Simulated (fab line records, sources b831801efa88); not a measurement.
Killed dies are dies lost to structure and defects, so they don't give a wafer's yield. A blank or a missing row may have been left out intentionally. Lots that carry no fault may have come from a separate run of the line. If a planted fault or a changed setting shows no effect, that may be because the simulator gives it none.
fab line records	flow sky130
[record] lots = 12	wafers = 36	lastDay = 50
route steps=708 shown NWELL@78 PWDE@84 VT_ADJUST_HVTP@91 VT_ADJUST_LVTN@107 PAD_OPEN@708
lots that met no fault: taken from a fault-free run of the same line
startH: the number of hours between the record's first day and the start of the first shown wafer of the lot	waitH: hours since the lot's step before	" the same as in the row above	L1.1+2: several wafers, shown together as one row	- value missing, or start not given	* or withheld: withheld	< > ~ a bound
route shown NAME@n: names a module that has steps shown in the file, with the first one's number in the route	usual: mean/standard deviation taken from wafers without a fault	same: alike in all rows	chamber/n: place in a boat	sites: readings site by site	_std_site: the values' standard deviation	_edge_site: outer sites' mean less inner sites'	radiusMm: how far each site lies from the wafer's centre	mask NAME#n: copy n	behind: the most recent tool/chamber to have shaped the wafer	hold: what put the lot on hold/how long, in hours/how the hold closed	device: the n, p or np transistor that did not switch	end of line: tests of these same wafers at the route's end	step lacking rows: just its recipe	killed: not the wafer's yield, but the dies lost to structure and defects at the first sort	map: dies across one wafer; x = killed, . = not, _ = none there
set.NAME: the run value of the setting; set.NAME@STEP: its run value at that earlier step	model.NAME: the simulator's own value behind a step, which no gauge read
steps of the route over a sample of lots; a table a step, a row a wafer
services: when a tool's chamber went out of use (startH, in hours from the record's first day, below 0 if earlier), for how many hours, and the reason
[[steps]]
[step SKY_NWELL_STRIP_25]
[recipe] chemistry = O2/N2	powerW = 1400	pressureMtorr = 1500	platenTempC = withheld	o2FlowSccm = 3000	n2FlowSccm = 300	overashFraction = 0.5
[usual] drypumpMotorCurrentA = 5.9/0.36	oesProductAu = 0.722/0.0046	stripTimeToEndpointS = 36.93/0.11
lot.wafer	tool	chamber	startH	waitH	drypumpMotorCurrentA	oesProductAu	rfHoursCounterH	stripTimeToEndpointS
L712.1	plasmaAsher-01	1	112.96	0.1	5.2	0.715	30	36.99
L712.4	"	0	"	"	5.9	0.723	-	36.98
L712.6	"	0	"	"	5.9	0.725	-	36.91
L713.1	plasmaAsher-03	1	118.43	0.1	5.8	0.715	0	36.96
L713.2	"	0	"	"	6.5	0.723	0	37.03
L713.6	"	0	"	"	6.5	0.721	-	36.84
L715.1	plasmaAsher-01	1	127.88	0.1	5.2	0.721	32	36.80
L715.3	"	0	"	"	5.8	0.726	-	36.68
L715.6	"	0	"	"	5.9	0.719	-	36.81
L719.2	plasmaAsher-04	1	150.43	0.1	6.0	0.726	46	36.94
L719.5	"	0	"	"	6.0	0.734	-	37.01
L719.6	"	1	"	"	6.0	0.724	-	36.85
L721.1	plasmaAsher-03	0	162.72	0.1	6.5	0.720	4	36.91
L721.5	"	0	"	"	6.5	0.724	-	37.04
L721.6	"	1	"	"	5.9	0.727	-	37.05
L726.2	plasmaAsher-04	1	193.27	0.1	6.0	0.721	50	37.00
L726.5	"	1	"	"	6.0	0.719	-	36.98
L726.6	"	0	"	"	6.0	0.725	-	36.96
L727.2	plasmaAsher-03	1	202.43	0.1	5.8	0.719	8	36.98
L727.4	"	0	"	"	6.5	0.717	-	36.94
L727.5	"	0	"	"	6.5	0.726	-	37.05
L728.3	plasmaAsher-01	1	207.97	0.1	5.2	0.723	-	36.91
L728.4	"	0	"	"	5.8	0.727	-	36.96
L728.5	"	1	"	"	5.2	0.719	-	36.91
L729.2	plasmaAsher-01	1	216.12	0.1	5.2	0.714	41	36.82
L729.4	"	0	"	"	5.9	0.720	-	36.75
L729.6	"	1	"	"	5.2	0.723	-	36.68
L730.1	plasmaAsher-04	0	221.47	0.1	6.0	0.723	53	36.91
L730.2	"	1	"	"	6.0	0.723	53	36.83
L730.6	"	1	"	"	6.0	0.722	-	36.85
L731.1	plasmaAsher-04	1	223.83	0.1	6.0	0.723	53	36.96
L731.3	"	1	"	"	6.0	0.727	-	36.99
L731.6	"	0	"	"	6.0	0.719	-	36.91
L733.3	plasmaAsher-04	1	239.56	0.1	6.1	0.731	-	36.81
L733.5	"	1	"	"	6.0	0.722	-	36.94
L733.6	"	0	"	"	5.9	0.722	-	36.88
[step SKY_NWELL_RS_MEAS_31]
[recipe] thkMeasGauge = four-point-probe
[usual] PWDE_RS = 5276/21
lot.wafer	tool	chamber	startH	waitH	PWDE_RS[ohm/sq]
L712.1	filmMetro-02	-	113.52	0.1	5256
L712.4	"	-	"	"	5279
L712.6	"	-	"	"	5273
L713.1	filmMetro-01	-	118.98	0.1	5267
L713.2	"	-	"	"	5280
L713.6	"	-	"	"	5297
L715.1	filmMetro-01	-	128.43	0.1	5312
L715.3	"	-	"	"	5295
L715.6	"	-	"	"	5295
L719.2	filmMetro-04	-	151.10	0.1	5255
L719.5	"	-	"	"	5264
L719.6	"	-	"	"	5284
L721.1	filmMetro-01	-	163.27	0.1	5292
L721.5	"	-	"	"	5294
L721.6	"	-	"	"	5289
L726.2	filmMetro-04	-	193.85	0.1	5239
L726.5	"	-	"	"	5238
L726.6	"	-	"	"	5222
L727.2	filmMetro-02	-	203.01	0.1	5289
L727.4	"	-	"	"	5295
L727.5	"	-	"	"	5278
L728.3	filmMetro-01	-	208.53	0.1	5288
L728.4	"	-	"	"	5277
L728.5	"	-	"	"	5259
L729.2	filmMetro-01	-	216.70	0.1	5260
L729.4	"	-	"	"	5287
L729.6	"	-	"	"	5259
L730.1	filmMetro-01	-	222.02	0.1	5316
L730.2	"	-	"	"	5314
L730.6	"	-	"	"	5319
L731.1	filmMetro-01	-	224.38	0.1	5314
L731.3	"	-	"	"	5294
L731.6	"	-	"	"	5298
L733.3	filmMetro-02	-	240.11	0.1	5269
L733.5	"	-	"	"	5273
L733.6	"	-	"	"	5259
[step SKY_VT_ADJUST_HVTP_DEVELOP_06]
[recipe] resist = NOVOLAK	developer = TMAH	developTimeS = 60	devTempC = 23
[usual] developerTempC = 22.99/0.11
lot.wafer	tool	chamber	startH	waitH	developerTempC
L712.1	lithoTrack-02	0	131.05	0.1	23.10
L712.4	"	0	"	"	23.02
L712.6	"	0	"	"	23.04
L713.1	lithoTrack-04	0	136.74	0.1	22.98
L713.2	"	0	"	"	22.89
L713.6	"	0	"	"	23.10
L715.1	lithoTrack-04	0	147.74	0.1	22.80
L715.3	"	0	"	"	22.88
L715.6	"	0	"	"	22.84
L719.2	lithoTrack-01	0	171.10	0.1	23.02
L719.5	"	0	"	"	22.98
L719.6	"	0	"	"	23.01
L721.1	lithoTrack-01	0	183.32	0.1	22.96
L721.5	"	0	"	"	23.22
L721.6	"	0	"	"	23.17
L726.2	lithoTrack-04	0	215.46	0.1	25.33
L726.5	"	0	"	"	25.37
L726.6	"	0	"	"	25.43
L727.2	lithoTrack-04	0	224.56	0.1	25.29
L727.4	"	0	"	"	25.27
L727.5	"	0	"	"	25.17
L728.3	lithoTrack-01	0	230.27	0.1	22.83
L728.4	"	0	"	"	22.83
L728.5	"	0	"	"	22.78
L729.2	lithoTrack-02	0	238.27	0.1	22.93
L729.4	"	0	"	"	23.04
L729.6	"	0	"	"	22.95
L730.1	lithoTrack-02	0	242.95	0.1	22.92
L730.2	"	0	"	"	23.07
L730.6	"	0	"	"	23.01
L731.1	lithoTrack-01	0	245.67	0.1	23.12
L731.3	"	0	"	"	23.06
L731.6	"	0	"	"	23.21
L733.3	lithoTrack-02	0	264.15	0.1	23.10
L733.5	"	0	"	"	22.99
L733.6	"	0	"	"	23.13
[step SKY_VT_ADJUST_HVTP_CD_MEAS_07]
[recipe] targetCdNm = 380
[usual] cdNm = 380.7/2.1
lot.wafer	tool	chamber	startH	waitH	hold	cdNm
L712.1	cdSem-02	-	131.20	0.1	-	379.7
L712.4	"	-	"	"	-	379.7
L712.6	"	-	"	"	-	379.8
L713.1	cdSem-01	-	136.89	0.1	-	383.1
L713.2	"	-	"	"	-	381.0
L713.6	"	-	"	"	-	379.3
L715.1	cdSem-02	-	147.89	0.1	-	378.6
L715.3	"	-	"	"	-	379.6
L715.6	"	-	"	"	-	378.8
L719.2	cdSem-01	-	171.24	0.1	-	382.0
L719.5	"	-	"	"	-	381.0
L719.6	"	-	"	"	-	383.7
L721.1	cdSem-02	-	183.47	0.1	-	381.6
L721.5	"	-	"	"	-	378.4
L721.6	"	-	"	"	-	378.8
L726.2	cdSem-01	-	215.61	0.1	awaitDispo/0.2h/release	369.6
L726.5	"	-	"	"	awaitDispo/0.2h/release	370.9
L726.6	"	-	"	"	awaitDispo/0.2h/release	371.9
L726.2	cdSem-01	-	215.89	0.3	-	369.5
L726.5	"	-	"	"	-	370.5
L726.6	"	-	"	"	-	372.5
L727.2	cdSem-01	-	224.71	0.1	awaitDispo/0.2h/release	370.5
L727.4	"	-	"	"	awaitDispo/0.2h/release	370.7
L727.5	"	-	"	"	awaitDispo/0.2h/release	367.5
L727.2	cdSem-01	-	224.99	0.3	-	370.5
L727.4	"	-	"	"	-	370.6
L727.5	"	-	"	"	-	367.6
L728.3	cdSem-02	-	230.41	0.1	-	382.3
L728.4	"	-	"	"	-	384.0
L728.5	"	-	"	"	-	382.3
L729.2	cdSem-02	-	238.42	0.1	-	379.6
L729.4	"	-	"	"	-	379.2
L729.6	"	-	"	"	-	379.4
L730.1	cdSem-01	-	243.10	0.1	-	380.6
L730.2	"	-	"	"	-	384.3
L730.6	"	-	"	"	-	383.8
L731.1	cdSem-02	-	245.82	0.1	-	379.2
L731.3	"	-	"	"	-	378.3
L731.6	"	-	"	"	-	377.8
L733.3	cdSem-01	-	264.29	0.1	-	380.5
L733.5	"	-	"	"	-	380.8
L733.6	"	-	"	"	-	380.4
[step SKY_VT_ADJUST_LVTN_TW_MEAS_10]
[usual] VT_ADJUST_LVTN_TW = 238.9/1.6
lot.wafer	tool	chamber	startH	waitH	VT_ADJUST_LVTN_TW
L712.1	filmMetro-03	-	151.48	0.1	241.4
L712.4	"	-	"	"	240.9
L712.6	"	-	"	"	240.3
L713.1	filmMetro-03	-	157.83	0.1	242.0
L713.2	"	-	"	"	240.6
L713.6	"	-	"	"	240.3
L715.1	filmMetro-01	-	168.91	0.1	238.8
L715.3	"	-	"	"	236.8
L715.6	"	-	"	"	235.8
L719.2	filmMetro-02	-	192.14	0.1	239.1
L719.5	"	-	"	"	237.9
L719.6	"	-	"	"	238.6
L721.1	filmMetro-02	-	205.28	0.1	240.7
L721.5	"	-	"	"	237.2
L721.6	"	-	"	"	240.4
L726.2	filmMetro-02	-	238.12	0.1	240.2
L726.5	"	-	"	"	239.6
L726.6	"	-	"	"	238.4
L727.2	filmMetro-01	-	247.64	0.1	238.8
L727.4	"	-	"	"	238.2
L727.5	"	-	"	"	238.4
L728.3	filmMetro-01	-	253.75	0.1	238.5
L728.4	"	-	"	"	240.0
L728.5	"	-	"	"	238.6
L729.2	filmMetro-03	-	262.84	0.1	242.0
L729.4	"	-	"	"	240.7
L729.6	"	-	"	"	241.1
L730.1	filmMetro-01	-	268.01	0.1	239.0
L730.2	"	-	"	"	238.8
L730.6	"	-	"	"	238.8
L731.1	filmMetro-03	-	269.93	0.1	241.2
L731.3	"	-	"	"	239.5
L731.6	"	-	"	"	240.2
L733.3	filmMetro-03	-	288.90	0.1	241.8
L733.5	"	-	"	"	243.0
L733.6	"	-	"	"	242.6
[step SKY_PAD_OPEN_PROBE_99]
[usual] killed_at_M0_to_M3 = 43/7.4	killed_at_M4_up = 3.5/2.1	killedAtContacts = 24/5.4	killedAtFrontEnd = 15/4.7	killedAtOther = 0.2/0.44	killedDies = 85/10	killedOpen = 47/7.1	killedShort = 38/7
[same] grossDies = 492	killedAtBackSide = 0
lot.wafer	tool	chamber	startH	waitH	killed_at_M0_to_M3	killed_at_M4_up	killedAtContacts	killedAtFrontEnd	killedAtOther	killedDies	killedOpen	killedShort
L719.2	prober-01	-	1124.80	0.1	37	2	24	21	1	85	50	35
L719.5	prober-01	-	1124.95	0.2	56	3	27	9	0	95	55	40
L719.6	prober-01	-	1125.00	0.2	40	2	31	19	1	93	52	41
L729.2	prober-02	-	1176.03	0.1	60	5	23	7	0	95	50	45
L729.4	prober-02	-	1176.13	0.2	49	2	21	20	0	92	55	37
L729.6	prober-02	-	1176.23	0.2	32	4	24	21	0	81	47	34
L730.1	prober-01	-	1181.31	0.1	49	1	22	21	1	94	52	42
L730.2	prober-01	-	1181.36	0.1	37	7	28	23	1	96	52	44
L730.6	prober-01	-	1181.56	0.2	39	5	15	12	0	71	45	26
L731.1	prober-02	-	1182.53	0.1	38	5	28	8	0	79	42	37
L731.3	prober-02	-	1182.63	0.2	50	1	24	17	0	92	55	37
L731.6	prober-02	-	1182.78	0.2	41	8	19	17	0	85	42	43
// killed by level:class
L719.2 CONTACT:geometricParticle:open=14 VIA2:geometricParticle:open=7 POLY_GATE:geometricParticle:open=6 LI_CONTACT:geometricParticle:open=6 VIA1:geometricParticle:short=6 POLY_GATE:geometricParticle:short=5 VIA1:geometricParticle:open=5 VIA3:geometricParticle:open=5
L719.5 LOCAL_INTERCONNECT:geometricParticle:short=10 VIA3:geometricParticle:open=10 VIA2:geometricParticle:open=9 CONTACT:geometricParticle:open=8 METAL1:geometricParticle:short=8 VIA1:geometricParticle:open=8 METAL2:geometricParticle:short=6 VIA1:geometricParticle:short=4
L719.6 LI_CONTACT:geometricParticle:open=10 VIA1:geometricParticle:open=10 FIELD_ISO:geometricParticle:short=7 CONTACT:geometricParticle:open=7 METAL2:geometricParticle:short=7 VIA2:geometricParticle:open=5 POLY_GATE:geometricParticle:short=4 LOCAL_INTERCONNECT:geometricParticle:open=4
L729.2 VIA1:geometricParticle:open=21 METAL1:geometricParticle:short=10 VIA2:geometricParticle:open=8 LOCAL_INTERCONNECT:geometricParticle:short=8 LI_CONTACT:geometricParticle:open=6 FIELD_ISO:geometricParticle:short=5 CONTACT:geometricParticle:open=5 METAL2:geometricParticle:short=5
L729.4 VIA1:geometricParticle:open=12 VIA3:geometricParticle:open=9 LI_CONTACT:geometricParticle:open=7 CONTACT:geometricParticle:open=6 POLY_GATE:geometricParticle:open=5 POLY_GATE:geometricParticle:short=5 METAL2:geometricParticle:open=5 METAL2:geometricParticle:short=5
L729.6 POLY_GATE:geometricParticle:open=8 VIA1:geometricParticle:open=8 CONTACT:geometricParticle:open=8 LOCAL_INTERCONNECT:geometricParticle:short=7 FIELD_ISO:geometricParticle:short=6 VIA2:geometricParticle:open=6 LI_CONTACT:geometricParticle:open=6 METAL1:geometricParticle:short=6
L730.1 VIA1:geometricParticle:open=13 CONTACT:geometricParticle:open=9 FIELD_ISO:geometricParticle:short=6 METAL1:geometricParticle:open=6 POLY_GATE:geometricParticle:short=5 LOCAL_INTERCONNECT:geometricParticle:short=5 METAL1:geometricParticle:short=5 VIA1:geometricParticle:short=5
L730.2 CONTACT:geometricParticle:open=15 VIA1:geometricParticle:open=9 FIELD_ISO:geometricParticle:open=8 METAL2:geometricParticle:short=7 CONTACT:geometricParticle:short=7 VIA1:geometricParticle:short=6 VIA2:geometricParticle:open=5 FIELD_ISO:geometricParticle:short=4
L730.6 VIA1:geometricParticle:open=12 CONTACT:geometricParticle:open=8 VIA2:geometricParticle:open=6 FIELD_ISO:geometricParticle:open=5 METAL1:geometricParticle:short=5 CONTACT:geometricParticle:short=4 VIA3:geometricParticle:open=4 VIA1:geometricParticle:short=3
L731.1 VIA1:geometricParticle:open=10 CONTACT:geometricParticle:open=9 LI_CONTACT:geometricParticle:open=8 METAL1:geometricParticle:short=7 METAL1:geometricParticle:open=4 LOCAL_INTERCONNECT:geometricParticle:short=4 CONTACT:geometricParticle:short=4 METAL2:geometricParticle:short=4
L731.3 VIA1:geometricParticle:open=14 CONTACT:geometricParticle:open=13 METAL2:geometricParticle:short=11 LI_CONTACT:geometricParticle:open=5 FIELD_ISO:geometricParticle:short=4 POLY_GATE:geometricParticle:open=4 LI_CONTACT:geometricParticle:short=4 VIA1:geometricParticle:short=4
L731.6 VIA1:geometricParticle:open=11 LI_CONTACT:geometricParticle:open=8 FIELD_ISO:geometricParticle:short=7 METAL1:geometricParticle:short=7 METAL4:geometricParticle:short=7 VIA2:geometricParticle:open=6 CONTACT:geometricParticle:open=5 METAL2:geometricParticle:short=4
[[services]]
tool	chamber	startH	hours	kind
plasmaAsher-03	-	108.75	9.0	pm
plasmaAsher-03	0	108.75	9.0	ventCycle
plasmaAsher-03	1	108.75	9.0	ventCycle
plasmaAsher-03	0	117.75	-	clean
plasmaAsher-03	1	117.75	-	clean
plasmaAsher-03	-	212.11	17.1	repair
[[key]]
[firstSign] step = SKY_VT_ADJUST_HVTP_DEVELOP_06	reading = developerTempC	direction = up	sigmas = 21	usual = *	struck = *
[effect] step = SKY_VT_ADJUST_HVTP_CD_MEAS_07	reading = visit	direction = added
[effect] step = SKY_VT_ADJUST_HVTP_CD_MEAS_07	reading = cdNm	direction = down	sigmas = 5.1	usual = 380.7	struck = 370.2
metAt SKY_VT_ADJUST_HVTP_DEVELOP_06
struckLots L726,L727
testerLeftOut L726,L727
notActingAt SKY_NWELL_STRIP_25,SKY_NWELL_RS_MEAS_31,SKY_VT_ADJUST_LVTN_TW_MEAS_10
onsetBetween 147.74 215.46
[fault] kind = processParameterDrift	tool = lithoTrack-04	chamber = -	onsetH = 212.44	steps = SKY_VT_ADJUST_HVTP_DEVELOP_06	channel = devTempC	offset = *	shape = step	endH = 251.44	actsIn = *	stated = *
// testerLeftOut: of these lots the tester's yield and bins aren't shown, on N5 and GAA mostly nor the transistor test; their killed dies are dies lost to structure and defects alone, not to doping, threshold or leakage, so they don't give the yield
